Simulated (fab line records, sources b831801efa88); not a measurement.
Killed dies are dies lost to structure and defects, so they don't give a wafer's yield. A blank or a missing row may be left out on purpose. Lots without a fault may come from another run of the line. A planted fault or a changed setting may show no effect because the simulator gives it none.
Tool commonality check | flow gf180mcu | 12 lots, 36 wafers sampled

WHY IT WAS OPENED
At GF_HV_LDD_TW_MEAS_38 the reading HV_LDD_3_TW is flagged on 2 of 12 lots. Wafers without a fault read 1444, standard deviation 6.3.
Rule: a lot is flagged when every wafer of it that has a number lies more than 4 standard deviations from that mean, or none has a number. The other lots count as sound.

lot  | measured     | on            | HV_LDD_3_TW, wafer by wafer | flag
L977 | day 11 14:05 | film_metro-03 | 1446 1433 1440              |
L979 | day 12 10:08 | film_metro-04 | 1452 1440 1442              |
L982 | day 13 04:20 | film_metro-04 | 1445 1452 1452              |
L981 | day 13 05:16 | film_metro-04 | 1449 1447 1448              |
L983 | day 13 16:02 | film_metro-03 | 1434 1447 1444              |
L985 | day 13 23:34 | film_metro-01 | 1442 1442 1442              |
L987 | day 14 21:00 | film_metro-01 | 1441 1451 1447              |
L990 | day 15 19:33 | film_metro-01 | 1525 1524 1526              | FLAGGED
L991 | day 16 03:47 | film_metro-04 | 1442 1447 1443              |
L993 | day 16 17:48 | film_metro-03 | 1527 1528 1525              | FLAGGED
L999 | day 19 01:44 | film_metro-01 | 1441 1441 1438              |
L100 | day 19 10:22 | film_metro-01 | 1434 1443 1438              |
The numbers of the flagged lots are 1526 on average: +82 against the usual, or +13 standard deviations.

WHICH TOOL RAN EACH LOT
The record holds 1 process step before the reading, out of a route of 602 steps. In each cell: the tool, then ch and the chambers that the sampled wafers went through, then the start.
lot  | flag    | GF_HV_LDD_IMPLANT_35
L977 |         | implanter-01 ch 0, day 11 13:43
L979 |         | implanter-01 ch 0, day 12 09:44
L982 |         | implanter-01 ch 0, day 13 03:56
L981 |         | implanter-02 ch 0, day 13 04:53
L983 |         | implanter-04 ch 0, day 13 15:38
L985 |         | implanter-02 ch 0, day 13 23:10
L987 |         | implanter-01 ch 0, day 14 20:38
L990 | FLAGGED | implanter-01 ch 0, day 15 19:10
L991 |         | implanter-04 ch 0, day 16 03:23
L993 | FLAGGED | implanter-01 ch 0, day 16 17:25
L999 |         | implanter-04 ch 0, day 19 01:20
L100 |         | implanter-04 ch 0, day 19 09:59
What these steps do:
- GF_HV_LDD_IMPLANT_35
- GF_HV_LDD_TW_MEAS_38

FLAGGED OVER TOTAL, TOOL BY TOOL (the gauges that took the reading come last)
step                 | tool          | lots run | flagged | share of the flagged lots | sound lots run after its first flagged lot
GF_HV_LDD_IMPLANT_35 | implanter-01  | 6        | 2       | all                       | 0
GF_HV_LDD_IMPLANT_35 | implanter-02  | 2        | 0       | none                      | -
GF_HV_LDD_IMPLANT_35 | implanter-04  | 4        | 0       | none                      | -
GF_HV_LDD_TW_MEAS_38 | film_metro-01 | 5        | 1       | some                      | 2 (L999,L100)
GF_HV_LDD_TW_MEAS_38 | film_metro-03 | 3        | 1       | some                      | 0
GF_HV_LDD_TW_MEAS_38 | film_metro-04 | 4        | 0       | none                      | -

WHAT THE TABLE ALLOWS
1 row of the table ran every flagged lot: implanter-01 at GF_HV_LDD_IMPLANT_35.
- implanter-01 at GF_HV_LDD_IMPLANT_35: 2 of its 6 lots flagged. Its last sound lot is L987 (day 14 20:38), its first flagged lot L990 (day 15 19:10): a fault that began between those two fits. Its own readings lie more than 4 standard deviations out on every wafer of the flagged lots: dose_ions_cm2, faraday_current_uA.
One tool is left: implanter-01 at GF_HV_LDD_IMPLANT_35.

WHAT THE SIMULATOR HAD PUT IN
Process parameter drift: implanter-01, from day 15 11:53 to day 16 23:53, at GF_HV_LDD_IMPLANT_35. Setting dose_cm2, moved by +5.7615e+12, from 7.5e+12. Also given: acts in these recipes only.
Lots struck among those shown: L990, L993. The rule above found the same.
